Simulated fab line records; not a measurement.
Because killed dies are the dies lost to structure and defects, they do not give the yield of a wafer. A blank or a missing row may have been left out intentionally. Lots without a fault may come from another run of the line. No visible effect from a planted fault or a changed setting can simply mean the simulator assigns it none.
A struck lot beside a sound one	flow sky130	15 out of 708 route steps
Sound: the wafers L703.1, L703.5, L703.6. Struck: wafers L715.3, L715.4, L715.6. At the end, the cause is stated.
Each step with rows lists, per side, the tool, then ch with its chambers, then its first start. Under that, the readings that differ: sound wafers	struck wafers	difference of the means	sigmas: that difference in standard deviations of wafers without a fault.
alike: words and numbers the same on both sides, and readings whose means are apart by under 2 such deviations; not compared: readings that were withheld, readings missing a value for some wafer, numbers with overlapping values and no deviation given by the record, and bounds like >300 which may hide the same value.
Wherever a step has rows on one side only, a row that says differs or no value, or a row with sigmas, the two part there. Non-overlapping numbers with no deviation appear without sigmas and do not part them. Lack of a reading on every wafer of one side parts them only where that side has two or more wafers.

first, 6 steps without rows for these wafers: SKY_LDD_N_IMPLANT_10; SKY_LDD_N_IMPLANT_11; SKY_LDD_N_IMPLANT_12; SKY_LDD_N_IMPLANT_13; SKY_LDD_N_IMPLANT_14; SKY_LDD_N_IMPLANT_15.
SKY_LDD_N_STRIP_16: strips in O2/N2.
  sound on plasma_asher-04 ch 0,1, day 17 12:58; struck on plasma_asher-03 ch 0,1, day 22 08:51
  alike: drypump_motor_current_A, n2_flow_sccm, oes_product_au, strip_time_to_endpoint_s
  not compared: rf_hours_counter_h
SKY_LDD_N_TW_MEAS_17:
  sound: film_metro-02 at day 17 13:04; struck: film_metro-03 at day 22 08:56
reading	sound	struck	difference	sigmas
LDD_N_TW	2551 2560 2550	2597 2610 2585	+44	+2
then, 4 steps without rows for these wafers: SKY_LDD_P_DEHYDRATE_00 (time 60 s); SKY_LDD_P_HMDS_01 (prime time 60 s); SKY_LDD_P_COAT_02 (resist thk 1140 nm); SKY_LDD_P_SOFTBAKE_03 (time 60 s).
SKY_LDD_P_EXPOSE_04: exposes mask PSDM, target cd 380 nm.
  sound on iline_stepper-01 ch 0, day 18 04:15; struck on iline_stepper-01 ch 0, day 23 00:29
reading	sound	struck	difference	sigmas
model.LDD_P.overlay_x_nm (nm)	-1.335 -1.335 -1.335	0.8592 0.8592 0.8592	+2.1942	
  alike: mask
following that, these wafers have no rows for 1 step: SKY_LDD_P_PEB_05.
-- here the record skips 26 days between the struck wafers' starts before and after, leaving off in module LDD_P and picking up in module PAD_OPEN (first step shown: number 708 of the route) --
SKY_PAD_OPEN_PROBE_99:
  sound: prober-01 at day 45 15:05; struck: prober-01 at day 48 23:32
  alike: killed_at_M0_to_M3, killed_at_M4_up, killed_at_contacts, killed_at_front_end, killed_at_other, killed_dies, killed_on_rim, killed_open, killed_short

## WHERE THEY PART
Within this record, at SKY_LDD_N_TW_MEAS_17 only. Later steps at which nothing parts them and some readings are alike: SKY_LDD_P_EXPOSE_04, SKY_PAD_OPEN_PROBE_99.

WHY: what had been put in by the simulator
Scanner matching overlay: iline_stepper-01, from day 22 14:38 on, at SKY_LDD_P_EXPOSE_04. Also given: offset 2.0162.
